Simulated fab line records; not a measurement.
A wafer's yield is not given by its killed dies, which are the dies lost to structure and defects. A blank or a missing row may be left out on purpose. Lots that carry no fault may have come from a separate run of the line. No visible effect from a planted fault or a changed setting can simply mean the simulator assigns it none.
The tool behind it: which one? | flow sky130 | at 1 step of a route of 708, 12 lots with 36 wafers sampled

WHAT EACH GAUGE READ, for each wafer
SKY_VIA2_THK_MEAS_01. Usual: for VIA2_HDPCVD_THK the level is 1181 nm and the standard deviation is 13.
lot  | measured     | on            | VIA2_HDPCVD_THK (nm) | flag
L709 | day 36 06:54 | film-metro-01 | 1202 1173 1197       |
L704 | day 36 07:19 | film-metro-02 | 1175 1172 1193       |
L707 | day 36 07:35 | film-metro-04 | 1185 1171 1183       |
L706 | day 36 09:11 | film-metro-01 | 1172 1192 1166       |
L710 | day 36 09:30 | film-metro-04 | 1157 1166 1141       |
L711 | day 36 12:06 | film-metro-04 | 1212 1185 1196       |
L714 | day 37 22:44 | film-metro-01 | 1170 1180 1199       |
L719 | day 42 10:56 | film-metro-04 | 1178 1195 1174       |
L717 | day 42 11:45 | film-metro-01 | 1183 1183 1170       |
L723 | day 42 12:24 | film-metro-02 | 1176 1179 1186       |
L718 | day 42 12:31 | film-metro-01 | 1193 1184 1180       |
L722 | day 42 19:59 | film-metro-02 | 1188 1170 1188       |

EACH LOT AND THE TOOL THAT RAN IT (in order: tool; ch and the chambers of the sampled wafers; start)
Before these readings, the record contains no process step.

WHAT THE TOOLS THEMSELVES READ (means of the sampled wafers that have a number; where no wafer has one, the mark that the record gives instead)
The record holds no such reading with a usual standard deviation.

THE ANSWER, worked out from the rows above alone
Rule: a lot counts as off when the mean over its wafers that have a number is more than 3 standard deviations away from the usual mean. A lot without any number at a reading at which 4 lots or more have one is off too. The other lots that the step has rows for count as sound. First the gauges in route order, then the tools' own readings, where a lot's mean is used as printed above. The first step at which some lot is off is used, and at that step the reading that is off furthest; a lot without a number counts as furthest.
No lot is off on any of the readings shown, so nothing can be concluded from this.

WHAT THE SIMULATOR HAD PUT IN
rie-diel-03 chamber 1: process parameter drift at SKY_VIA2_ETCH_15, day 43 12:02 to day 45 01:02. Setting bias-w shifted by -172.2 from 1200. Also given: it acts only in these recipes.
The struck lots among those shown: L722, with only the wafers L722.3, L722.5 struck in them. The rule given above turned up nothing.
